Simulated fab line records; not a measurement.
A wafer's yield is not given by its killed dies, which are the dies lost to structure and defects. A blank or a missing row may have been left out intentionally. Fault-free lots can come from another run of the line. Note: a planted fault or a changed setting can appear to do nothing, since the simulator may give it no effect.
Which tool is to blame?	flow gf180mcu	14 lots, 42 wafers sampled, at 4 steps of a route of 602

WHAT THE GAUGES READ, wafer by wafer
GF_HV_LDD_CD_MEAS_19: target cd 400 nm.
lot	measured	on	cd nm (nm)
L124	day 10 21:20	cd sem-02	396.0 399.3 398.5
L125	day 11 02:33	cd sem-01	399.4 397.8 399.4
L126	day 11 13:25	cd sem-01	399.6 400.2 400.5
L128	day 12 03:23	cd sem-01	398.8 398.0 399.4
L130	day 12 13:56	cd sem-02	401.5 402.4 401.9
L133	day 13 22:28	cd sem-02	402.4 402.9 400.7
L139	day 15 17:15	cd sem-01	396.5 397.0 395.6
L140	day 15 20:45	cd sem-01	396.7 397.1 397.9
L141	day 16 06:22	cd sem-02	399.7 399.1 398.7
L142	day 16 12:49	cd sem-01	401.5 399.0 401.2
L144	day 16 23:52	cd sem-02	396.1 397.5 397.0
L145	day 17 04:49	cd sem-01	399.6 401.7 399.9
L146	day 17 13:23	cd sem-02	398.3 402.0 401.0
L147	day 18 00:25	cd sem-01	400.1 400.9 401.1

GF_PASSIVATION_BOW_MEAS_14.
lot	measured	on	PASSIVATION_BOW (um)
L124	day 29 02:44	film metro-03	130 134 130
L125	day 29 07:16	film metro-03	144 142 154
L126	day 29 17:07	film metro-04	117 126 131
L128	day 30 08:11	film metro-03	146 151 137
L130	day 30 19:44	film metro-03	139 142 131
L133	day 32 01:33	film metro-04	113 117 116
L139	day 33 07:46	film metro-03	147 143 145
L140	day 33 10:56	film metro-03	158 135 144
L141	day 33 19:47	film metro-03	142 148 142
L142	day 33 21:50	film metro-03	144 131 122
L144	day 34 05:36	film metro-01	145 145 138
L145	day 34 11:36	film metro-04	134 131 127
L146	day 34 15:43	film metro-04	140 141 134
L147	day 35 00:55	film metro-01	134 133 139

TOOL THAT RAN EACH LOT (tool first, then ch and the chambers of the sampled wafers, then the start)
lot	GF_CONTACT_CMP_27	GF_V4_STRIP_18
L124	cmp-02 ch 2,3, day 16 05:19	plasma asher-03 ch 0,1, day 24 12:07
L125	cmp-02 ch 1,2,3, day 16 10:13	plasma asher-03 ch 0, day 24 17:16
L126	cmp-02 ch 0,1,2, day 17 00:28	plasma asher-01 ch 0,1, day 25 05:47
L128	cmp-02 ch 1,2,3, day 17 16:30	plasma asher-03 ch 0,1, day 25 21:58
L130	cmp-02 ch 0,1,3, day 18 06:20	plasma asher-01 ch 0,1, day 26 10:28
L133	cmp-01 ch 0,2,3, day 20 00:28	plasma asher-01 ch 0,1, day 27 21:41
L139	cmp-01 ch 0,1,3, day 21 21:12	plasma asher-04 ch 0,1, day 29 08:10
L140	cmp-02 ch 1,3, day 22 02:04	plasma asher-04 ch 0,1, day 29 13:15
L141	cmp-01 ch 2,3, day 22 12:34	plasma asher-03 ch 0,1, day 29 22:01
L142	cmp-02 ch 0,2,3, day 22 17:06	plasma asher-01 ch 0,1, day 30 01:05
L144	cmp-01 ch 0,1,3, day 23 05:47	plasma asher-03 ch 0,1, day 30 11:52
L145	cmp-02 ch 0,1,3, day 23 10:21	plasma asher-03 ch 0,1, day 30 16:49
L146	cmp-02 ch 0,1, day 23 19:07	plasma asher-01 ch 0,1, day 30 23:06
L147	cmp-01 ch 0,1,3, day 24 06:29	plasma asher-04 ch 0,1, day 31 09:06
- GF_CONTACT_CMP_27: polishes, stops on SiO2, t overpolish 15 s, target thk 0 nm.
- GF_V4_STRIP_18: strips in O2/N2.

WHAT THE TOOLS THEMSELVES READ (means of the sampled wafers that have a number; where no wafer has one, the mark that the record gives instead)
GF_CONTACT_CMP_27.
lot	tool	head pressure psi (psi)	motor current A (A)	overpolish run s (s)	time to endpoint s (s)
L124	cmp-02	3.497	11.8	14.997	71
L125	cmp-02	3.499	11.3	14.995	72
L126	cmp-02	3.501	11.4	15.001	72
L128	cmp-02	3.802	12.2	15.000	64
L130	cmp-02	3.799	12.5	14.995	65
L133	cmp-01	3.505	10.3	15.015	76
L139	cmp-01	3.497	10.8	14.998	70
L140	cmp-02	3.501	11.9	15.000	74
L141	cmp-01	3.499	10.7	15.000	73
L142	cmp-02	3.505	11.7	14.997	75
L144	cmp-01	3.500	10.6	15.009	75
L145	cmp-02	3.497	11.9	15.006	72
L146	cmp-02	3.507	11.9	14.995	70
L147	cmp-01	3.498	10.5	15.004	70

GF_V4_STRIP_18.
lot	tool	drypump motor current A (A)	heater power w (W)	oes product au (a.u.)	platen temp c (C)
L124	plasma asher-03	5.9	330	0.596	250.02
L125	plasma asher-03	4.8	365	0.593	249.72
L126	plasma asher-01	6.0	294	0.595	250.10
L128	plasma asher-03	5.9	329	0.595	250.04
L130	plasma asher-01	6.1	293	0.599	249.94
L133	plasma asher-01	5.8	313	0.591	249.92
L139	plasma asher-04	5.5	324	0.591	250.08
L140	plasma asher-04	5.5	321	0.592	249.87
L141	plasma asher-03	5.9	326	0.588	250.05
L142	plasma asher-01	5.8	309	0.590	249.97
L144	plasma asher-03	5.9	329	0.589	249.97
L145	plasma asher-03	5.9	328	0.597	249.98
L146	plasma asher-01	6.1	297	0.593	249.95
L147	plasma asher-04	5.5	330	0.592	249.82

THE ANSWER, worked out from the rows above alone
Rule: usual is defined by the lots themselves. Put in order of their means at a reading, lots are off if they are a third of the lots or fewer, leave a main group of 4 or more, and stand apart from it by a gap of 3 or more times the standard deviation of the main group's means; of several such gaps the widest counts. A main group is skipped when, at the precision printed for the reading in the tables above, its means are all equal. A lot without any number at a reading at which 4 lots or more have one is off too. The other lots that the step has rows for count as sound. The gauges are gone through in route order, then the tools' own readings, and for those a lot's mean is taken as printed above. At the first step where some lot is off, the reading lying furthest off is the one used; lots without a number count as furthest.
Off: L128, L130, at GF_CONTACT_CMP_27 (head pressure psi). The main group: mean 3.501 psi, standard deviation 0.0033.
A tool fits if, at that step or a process step before it, it ran every lot that is off, and no sound lot after the first of them. No candidate that was tried fits.

WHAT THE SIMULATOR HAD PUT IN
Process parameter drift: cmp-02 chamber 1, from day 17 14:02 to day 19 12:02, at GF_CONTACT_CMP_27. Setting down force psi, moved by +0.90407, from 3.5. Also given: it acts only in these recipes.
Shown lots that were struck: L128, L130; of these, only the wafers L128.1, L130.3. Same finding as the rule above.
